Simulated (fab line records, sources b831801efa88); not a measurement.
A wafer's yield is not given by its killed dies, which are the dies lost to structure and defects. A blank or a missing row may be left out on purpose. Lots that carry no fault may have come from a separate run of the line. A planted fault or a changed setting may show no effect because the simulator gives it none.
Which tool did it? :: flow gf180mcu :: Sampling: 13 lots, 39 wafers, 5 of 602 route steps

## WHAT EACH GAUGE READ, for each wafer
GF_VT_IMPLANT_RS_MEAS_49: measurement is done with a four-point probe. Usual: MVPSD_RS gives 1169 ohm/sq (standard deviation 3.3).
lot: L431
measured: day 8 04:20
on: filmMetro-02
MVPSD_RS (ohm/sq): 1170 1173 1174
flag: 

lot: L432
measured: day 8 05:16
on: filmMetro-03
MVPSD_RS (ohm/sq): 1168 1171 1168
flag: 

lot: L435
measured: day 9 12:38
on: filmMetro-01
MVPSD_RS (ohm/sq): 1168 1172 1167
flag: 

lot: L436
measured: day 9 13:04
on: filmMetro-02
MVPSD_RS (ohm/sq): 1168 1171 1170
flag: 

lot: L438
measured: day 9 20:16
on: filmMetro-02
MVPSD_RS (ohm/sq): 1166 1164 1161
flag: 

lot: L439
measured: day 10 06:34
on: filmMetro-02
MVPSD_RS (ohm/sq): 1170 1173 1172
flag: 

lot: L441
measured: day 10 14:32
on: filmMetro-01
MVPSD_RS (ohm/sq): 1174 1172 1171
flag: 

lot: L443
measured: day 11 00:02
on: filmMetro-01
MVPSD_RS (ohm/sq): 1169 1163 1170
flag: 

lot: L446
measured: day 12 00:44
on: filmMetro-03
MVPSD_RS (ohm/sq): 1169 1166 1167
flag: 

lot: L449
measured: day 12 19:47
on: filmMetro-01
MVPSD_RS (ohm/sq): 1175 1168 1174
flag: 

lot: L450
measured: day 13 09:34
on: filmMetro-03
MVPSD_RS (ohm/sq): 1163 1164 1163
flag: 

lot: L451
measured: day 13 21:17
on: filmMetro-03
MVPSD_RS (ohm/sq): 1162 1161 1164
flag: 

lot: L453
measured: day 14 03:02
on: filmMetro-03
MVPSD_RS (ohm/sq): 1165 1169 1166
flag: 

GF_SAB_CD_MEAS_09 targets a cd of 420 nm. Usual: cdNm 420.0 nm, standard deviation 2.3.
lot: L431
measured: day 15 14:13
on: cdSem-02
cdNm (nm): 421.4 419.9 422.3
flag: 

lot: L432
measured: day 15 14:48
on: cdSem-02
cdNm (nm): 420.2 419.5 421.6
flag: 

lot: L435
measured: day 17 12:11
on: cdSem-02
cdNm (nm): 418.9 420.9 420.3
flag: 

lot: L436
measured: day 17 11:41
on: cdSem-02
cdNm (nm): 420.3 418.8 418.6
flag: 

lot: L438
measured: day 17 21:28
on: cdSem-02
cdNm (nm): 419.1 416.7 416.6
flag: 

lot: L439
measured: day 18 16:28
on: cdSem-02
cdNm (nm): 418.3 419.9 421.0
flag: 

lot: L441
measured: day 18 22:44
on: cdSem-01
cdNm (nm): 423.7 421.4 423.3
flag: 

lot: L443
measured: day 19 10:05
on: cdSem-01
cdNm (nm): 422.7 423.2 424.6
flag: 

lot: L446
measured: day 20 23:45
on: cdSem-01
cdNm (nm): 451.4 448.8 450.1
flag: OFF

lot: L449
measured: day 21 21:02
on: cdSem-01
cdNm (nm): 423.1 422.6 421.5
flag: 

lot: L450
measured: day 22 20:18
on: cdSem-01
cdNm (nm): 419.1 419.8 417.8
flag: 

lot: L451
measured: day 23 02:08
on: cdSem-01
cdNm (nm): 423.1 423.3 424.1
flag: 

lot: L453
measured: day 23 11:50
on: cdSem-02
cdNm (nm): 420.3 419.8 419.8
flag: 

GF_M1_RS_MEAS_05: measurement is done with a four-point probe. Usual: M1_ALCU_RS gives 0.0698 ohm/sq (standard deviation 0.00069).
lot: L431
measured: day 16 14:55
on: filmMetro-04
M1_ALCU_RS (ohm/sq): 0.0687 0.0698 0.0700
flag: 

lot: L432
measured: day 16 16:22
on: filmMetro-04
M1_ALCU_RS (ohm/sq): 0.0686 0.0700 0.0696
flag: 

lot: L435
measured: day 18 15:04
on: filmMetro-01
M1_ALCU_RS (ohm/sq): 0.0699 0.0697 0.0691
flag: 

lot: L436
measured: day 18 14:28
on: filmMetro-02
M1_ALCU_RS (ohm/sq): 0.0695 0.0696 0.0699
flag: 

lot: L438
measured: day 19 00:54
on: filmMetro-02
M1_ALCU_RS (ohm/sq): 0.0700 0.0701 0.0700
flag: 

lot: L439
measured: day 19 20:35
on: filmMetro-01
M1_ALCU_RS (ohm/sq): 0.0697 0.0698 0.0699
flag: 

lot: L441
measured: day 20 02:52
on: filmMetro-01
M1_ALCU_RS (ohm/sq): 0.0709 0.0707 0.0703
flag: 

lot: L443
measured: day 20 13:25
on: filmMetro-04
M1_ALCU_RS (ohm/sq): 0.0693 0.0693 0.0687
flag: 

lot: L446
measured: day 22 02:24
on: filmMetro-01
M1_ALCU_RS (ohm/sq): 0.0706 0.0705 0.0698
flag: 

lot: L449
measured: day 22 23:14
on: filmMetro-01
M1_ALCU_RS (ohm/sq): 0.0691 0.0695 0.0684
flag: 

lot: L450
measured: day 23 22:40
on: filmMetro-04
M1_ALCU_RS (ohm/sq): 0.0689 0.0699 0.0702
flag: 

lot: L451
measured: day 24 04:11
on: filmMetro-01
M1_ALCU_RS (ohm/sq): 0.0696 0.0695 0.0694
flag: 

lot: L453
measured: day 24 12:26
on: filmMetro-04
M1_ALCU_RS (ohm/sq): 0.0690 0.0697 0.0695
flag: 

## TOOL THAT RAN EACH LOT (tool first, then ch and the chambers of the sampled wafers, then the start)
lot: L431
GF_SAB_EXPOSE_06: ilineStepper-02 ch 0, day 15 03:35
GF_M1_SPUTTER_01: pvdSputter-04, day 16 14:46

lot: L432
GF_SAB_EXPOSE_06: ilineStepper-01 ch 0, day 15 04:18
GF_M1_SPUTTER_01: pvdSputter-04, day 16 16:14

lot: L435
GF_SAB_EXPOSE_06: ilineStepper-02 ch 0, day 17 01:01
GF_M1_SPUTTER_01: pvdSputter-02, day 18 14:56

lot: L436
GF_SAB_EXPOSE_06: ilineStepper-02 ch 0, day 17 00:32
GF_M1_SPUTTER_01: pvdSputter-03, day 18 14:20

lot: L438
GF_SAB_EXPOSE_06: ilineStepper-02 ch 0, day 17 10:41
GF_M1_SPUTTER_01: pvdSputter-02, day 19 00:47

lot: L439
GF_SAB_EXPOSE_06: ilineStepper-01 ch 0, day 18 04:56
GF_M1_SPUTTER_01: pvdSputter-02, day 19 20:25

lot: L441
GF_SAB_EXPOSE_06: ilineStepper-02 ch 0, day 18 11:03
GF_M1_SPUTTER_01: pvdSputter-04, day 20 02:45

lot: L443
GF_SAB_EXPOSE_06: ilineStepper-02 ch 0, day 18 21:14
GF_M1_SPUTTER_01: pvdSputter-02, day 20 13:18

lot: L446
GF_SAB_EXPOSE_06: ilineStepper-02 ch 0, day 20 12:07
GF_M1_SPUTTER_01: pvdSputter-02, day 22 02:17

lot: L449
GF_SAB_EXPOSE_06: ilineStepper-01 ch 0, day 21 09:26
GF_M1_SPUTTER_01: pvdSputter-02, day 22 23:07

lot: L450
GF_SAB_EXPOSE_06: ilineStepper-02 ch 0, day 22 08:51
GF_M1_SPUTTER_01: pvdSputter-04, day 23 22:32

lot: L451
GF_SAB_EXPOSE_06: ilineStepper-02 ch 0, day 22 15:44
GF_M1_SPUTTER_01: pvdSputter-03, day 24 04:04

lot: L453
GF_SAB_EXPOSE_06: ilineStepper-02 ch 0, day 23 01:08
GF_M1_SPUTTER_01: pvdSputter-04, day 24 12:19
- GF_SAB_EXPOSE_06: exposes mask SAB, target cd 420 nm.
- GF_M1_SPUTTER_01: material TiN, target thk 30 nm, time 25 s.

## WHAT THE TOOLS THEMSELVES READ (means of the sampled wafers that have a number; where no wafer has one, the mark that the record gives instead)
GF_M1_SPUTTER_01. Usual: throttleValvePct 29.9 %, standard deviation 0.99.
lot: L431
tool: pvdSputter-04
throttleValvePct (%): 29.9
flag: 

lot: L432
tool: pvdSputter-04
throttleValvePct (%): 29.0
flag: 

lot: L435
tool: pvdSputter-02
throttleValvePct (%): 30.4
flag: 

lot: L436
tool: pvdSputter-03
throttleValvePct (%): 31.7
flag: 

lot: L438
tool: pvdSputter-02
throttleValvePct (%): 28.6
flag: 

lot: L439
tool: pvdSputter-02
throttleValvePct (%): 29.0
flag: 

lot: L441
tool: pvdSputter-04
throttleValvePct (%): 30.0
flag: 

lot: L443
tool: pvdSputter-02
throttleValvePct (%): 29.5
flag: 

lot: L446
tool: pvdSputter-02
throttleValvePct (%): 29.3
flag: 

lot: L449
tool: pvdSputter-02
throttleValvePct (%): 29.9
flag: 

lot: L450
tool: pvdSputter-04
throttleValvePct (%): 29.6
flag: 

lot: L451
tool: pvdSputter-03
throttleValvePct (%): 30.7
flag: 

lot: L453
tool: pvdSputter-04
throttleValvePct (%): 30.4
flag: 

## THE ANSWER, worked out from the rows above alone
Rule: a lot is off if the mean of its wafers that have a number lies more than 3 standard deviations from the usual mean. A lot without any number at a reading at which 4 lots or more have one is off too. All remaining lots with rows at the step are treated as sound. The gauges are gone through in route order, then the tools' own readings, and for those a lot's mean is taken as printed above. The first step at which some lot is off is used, and at that step the reading that is off furthest; a lot without a number counts as furthest.
Off at GF_SAB_CD_MEAS_09 (cdNm): L446.
If a tool, at a process step before that reading, ran all the lots that are off and no sound lot after the first of them, it fits. Gauges at GF_SAB_CD_MEAS_09: tried the same way as those tools. Of those tried, none fits.

## WHAT THE SIMULATOR HAD PUT IN
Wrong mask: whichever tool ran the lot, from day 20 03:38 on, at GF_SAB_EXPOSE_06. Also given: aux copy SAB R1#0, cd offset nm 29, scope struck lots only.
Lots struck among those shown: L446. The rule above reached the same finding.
